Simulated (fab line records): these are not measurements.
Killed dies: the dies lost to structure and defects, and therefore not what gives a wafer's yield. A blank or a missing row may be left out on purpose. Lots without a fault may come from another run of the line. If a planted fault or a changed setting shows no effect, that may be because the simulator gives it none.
The tool behind it: which one? | flow sky130 | 30 wafers from 10 lots sampled at 3 of the route's 708 steps

## WHAT THE GAUGES SHOWED, per wafer
SKY_VIA1_RS_MEAS_22: measurement is done with a four-point probe.
lot  | measured     | on           | VIA1_W_RS (ohm/sq)
L949 | day 33 23:26 | filmMetro-04 | 0.422 0.432 0.424
L950 | day 34 05:16 | filmMetro-03 | 0.424 0.422 0.424
L951 | day 34 06:58 | filmMetro-01 | 0.426 0.424 0.422
L952 | day 34 18:53 | filmMetro-04 | 0.420 0.418 0.413
L953 | day 35 00:25 | filmMetro-03 | 0.772 0.424 0.426 0.774 0.424 0.425
L954 | day 35 23:33 | filmMetro-04 | 0.422 0.754 0.426 0.421 0.753 0.426
L962 | day 38 12:20 | filmMetro-01 | 0.424 0.426 0.422
L964 | day 39 08:39 | filmMetro-03 | 0.423 0.422 0.420
L970 | day 40 00:49 | filmMetro-01 | 0.420 0.419 0.425
L971 | day 40 18:07 | filmMetro-04 | 0.422 0.422 0.427

## TOOL THAT RAN EACH LOT (tool first, then ch and the chambers of the sampled wafers, then the start)
lot  | SKY_METAL1_STRIP_20                 | SKY_VIA1_CVD_21
L949 | plasmaAsher-01 ch 0,1, day 32 18:47 | cvdW-02 ch 0,1, day 33 23:20
L950 | plasmaAsher-02 ch 0,1, day 32 23:53 | cvdW-01 ch 0,1, day 34 05:09
L951 | plasmaAsher-02 ch 0,1, day 33 02:18 | cvdW-02 ch 0,1, day 34 06:53
L952 | plasmaAsher-01 ch 0, day 33 12:07   | cvdW-01 ch 0,1, day 34 18:46
L953 | plasmaAsher-03 ch 1, day 33 19:29   | cvdW-01 ch 0,1, day 35 00:18
L954 | plasmaAsher-01 ch 0,1, day 34 18:47 | cvdW-01 ch 0,1, day 35 23:28
L962 | plasmaAsher-02 ch 0,1, day 37 08:35 | cvdW-01 ch 0,1, day 38 12:13
L964 | plasmaAsher-03 ch 0,1, day 38 05:27 | cvdW-02 ch 0,1, day 39 08:32
L970 | plasmaAsher-01 ch 0,1, day 38 23:46 | cvdW-01 ch 1, day 40 00:42
L971 | plasmaAsher-02 ch 0,1, day 39 15:17 | cvdW-01 ch 0,1, day 40 18:02
- SKY_METAL1_STRIP_20: strips in O2/N2.
- SKY_VIA1_CVD_21: deposits W, target thk 270 nm, time 80.902 s.

## THE ANSWER, worked out from the rows above alone
Rule: the lots themselves supply what counts as usual. The widest of any qualifying gaps counts: lots, ordered by their means at a reading, are off when they make up no more than a third of the lots, leave a main group of 4 or more, and stand apart from it by 3 or more times the standard deviation of that group's means. Not used: any main group whose means are identical at the precision the tables above print for the reading. A lot without any number at a reading at which 4 lots or more have one is off too. Where the step has rows for the other lots, those lots are counted as sound.
Off: L953, L954, seen at SKY_VIA1_RS_MEAS_22 (VIA1_W_RS). The main group: mean 0.423 ohm/sq, standard deviation 0.0025.
If a tool, at a process step before that reading, ran all the lots that are off and no sound lot after the first of them, it fits. The gauges at SKY_VIA1_RS_MEAS_22 are tried like those tools. No candidate that was tried fits.

## WHAT THE SIMULATOR HAD INSERTED
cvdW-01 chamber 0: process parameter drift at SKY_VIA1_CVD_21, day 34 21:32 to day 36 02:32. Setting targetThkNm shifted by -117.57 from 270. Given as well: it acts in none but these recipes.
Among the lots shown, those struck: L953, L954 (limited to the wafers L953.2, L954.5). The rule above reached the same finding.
